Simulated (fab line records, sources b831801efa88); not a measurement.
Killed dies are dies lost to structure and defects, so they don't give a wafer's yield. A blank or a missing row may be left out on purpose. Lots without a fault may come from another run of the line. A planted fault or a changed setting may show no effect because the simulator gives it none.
Tool commonality check | flow sky130 | 11 lots, 33 wafers sampled

WHY IT WAS OPENED
At SKY_LDD_HVN_TW_MEAS_10 the reading LDD_HVN_TW is flagged on 2 of 11 lots. Wafers without a fault read 1436, standard deviation 9.4.
Rule: a lot is flagged when every wafer of it that has a number lies more than 4 standard deviations from that mean, or none has a number. The other lots count as sound.

lot  | measured     | on            | LDD_HVN_TW, wafer by wafer | flag
L795 | day 20 05:51 | film_metro-03 | 1428 1435 1434             |
L796 | day 20 13:19 | film_metro-04 | 1448 1454 1442             |
L797 | day 21 03:54 | film_metro-01 | 1425 1423 1414             |
L799 | day 22 00:28 | film_metro-03 | 1435 1444 1432             |
L801 | day 22 09:54 | film_metro-04 | 1442 1442 1444             |
L805 | day 24 06:19 | film_metro-03 | 1425 1438 1431             |
L810 | day 25 15:55 | film_metro-03 | 1431 1441 1432             |
L812 | day 26 13:19 | film_metro-03 | 2645 2646 2639             | FLAGGED
L813 | day 26 23:05 | film_metro-04 | 1434 1440 1450             |
L816 | day 27 15:33 | film_metro-01 | 2648 2632 2618             | FLAGGED
L818 | day 28 08:57 | film_metro-01 | 1440 1448 1430             |
The numbers of the flagged lots are 2638 on average: +1202 against the usual, or +99 or more standard deviations.

WHICH TOOL RAN EACH LOT
The record holds 3 process steps before the reading, out of a route of 708 steps. In each cell: the tool, then ch and the chambers that the sampled wafers went through, then the start.
lot  | flag    | SKY_POLY_GATE_ETCH_15              | SKY_LDD_P_STRIP_10                   | SKY_LDD_HVN_IMPLANT_08
L795 |         | rie_diel-02 ch 0,3, day 16 08:46   | plasma_asher-03 ch 0,1, day 18 23:10 | implanter-01 ch 0, day 20 05:36
L796 |         | rie_diel-04 ch 0,1,3, day 16 14:35 | plasma_asher-01 ch 0,1, day 19 05:46 | implanter-03 ch 0, day 20 13:04
L797 |         | rie_diel-04 ch 1,2,3, day 17 01:38 | plasma_asher-01 ch 0,1, day 19 20:19 | implanter-04 ch 0, day 21 03:42
L799 |         | rie_diel-04 ch 0,1, day 17 23:16   | plasma_asher-03 ch 0,1, day 20 17:46 | implanter-01 ch 0, day 22 00:13
L801 |         | rie_diel-02 ch 2,3, day 18 08:43   | plasma_asher-03 ch 0,1, day 21 02:52 | implanter-03 ch 0, day 22 09:39
L805 |         | rie_diel-04 ch 0,1,2, day 20 03:49 | plasma_asher-03 ch 0,1, day 22 23:23 | implanter-01 ch 0, day 24 06:06
L810 |         | rie_diel-02 ch 0,2,3, day 21 18:40 | plasma_asher-02 ch 0,1, day 24 10:22 | implanter-03 ch 0, day 25 15:42
L812 | FLAGGED | rie_diel-04 ch 0,1,3, day 22 13:52 | plasma_asher-01 ch 0,1, day 25 07:33 | implanter-03 ch 0, day 26 13:04
L813 |         | rie_diel-04 ch 1,2,3, day 23 02:43 | plasma_asher-02 ch 0,1, day 25 17:25 | implanter-04 ch 0, day 26 22:50
L816 | FLAGGED | rie_diel-04 ch 0,2,3, day 23 20:23 | plasma_asher-02 ch 0,1, day 26 10:31 | implanter-03 ch 0, day 27 15:18
L818 |         | rie_diel-01 ch 0,1,3, day 24 14:31 | plasma_asher-02 ch 0,1, day 27 03:46 | implanter-04 ch 0, day 28 08:42
What these steps do:
- SKY_POLY_GATE_ETCH_15: etches BARC in N2/H2, stops on SiO2, time 118.5 s, target depth 110 nm.
- SKY_LDD_P_STRIP_10: strips in O2/N2.
- SKY_LDD_HVN_IMPLANT_08
- SKY_LDD_HVN_TW_MEAS_10

FLAGGED OVER TOTAL, TOOL BY TOOL (the gauges that took the reading come last)
step                   | tool            | lots run | flagged | share of the flagged lots | sound lots run after its first flagged lot
SKY_POLY_GATE_ETCH_15  | rie_diel-01     | 1        | 0       | none                      | -
SKY_POLY_GATE_ETCH_15  | rie_diel-02     | 3        | 0       | none                      | -
SKY_POLY_GATE_ETCH_15  | rie_diel-04     | 7        | 2       | all                       | 1 (L813)
SKY_LDD_P_STRIP_10     | plasma_asher-01 | 3        | 1       | some                      | 0
SKY_LDD_P_STRIP_10     | plasma_asher-02 | 4        | 1       | some                      | 1 (L818)
SKY_LDD_P_STRIP_10     | plasma_asher-03 | 4        | 0       | none                      | -
SKY_LDD_HVN_IMPLANT_08 | implanter-01    | 3        | 0       | none                      | -
SKY_LDD_HVN_IMPLANT_08 | implanter-03    | 5        | 2       | all                       | 0
SKY_LDD_HVN_IMPLANT_08 | implanter-04    | 3        | 0       | none                      | -
SKY_LDD_HVN_TW_MEAS_10 | film_metro-01   | 3        | 1       | some                      | 1 (L818)
SKY_LDD_HVN_TW_MEAS_10 | film_metro-03   | 5        | 1       | some                      | 0
SKY_LDD_HVN_TW_MEAS_10 | film_metro-04   | 3        | 0       | none                      | -

WHAT THE TABLE ALLOWS
2 rows of the table ran every flagged lot: rie_diel-04 at SKY_POLY_GATE_ETCH_15, implanter-03 at SKY_LDD_HVN_IMPLANT_08.
- rie_diel-04 at SKY_POLY_GATE_ETCH_15: 2 of its 7 lots flagged. Sound lots ran on it after the first flagged one (L813), which a lasting fault on the whole tool wouldn't allow.
- implanter-03 at SKY_LDD_HVN_IMPLANT_08: 2 of its 5 lots flagged. Its last sound lot is L810 (day 25 15:42), its first flagged lot L812 (day 26 13:04): a fault that began between those two fits. Its own readings lie more than 4 standard deviations out on every wafer of the flagged lots: dose_ions_cm2, faraday_current_uA.
One tool is left: implanter-03 at SKY_LDD_HVN_IMPLANT_08.

WHAT THE SIMULATOR HAD PUT IN
Process parameter drift: implanter-03, from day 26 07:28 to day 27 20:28, at SKY_LDD_HVN_IMPLANT_08. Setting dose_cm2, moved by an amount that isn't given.
Lots struck among those shown: L812, L816. The rule above found the same.
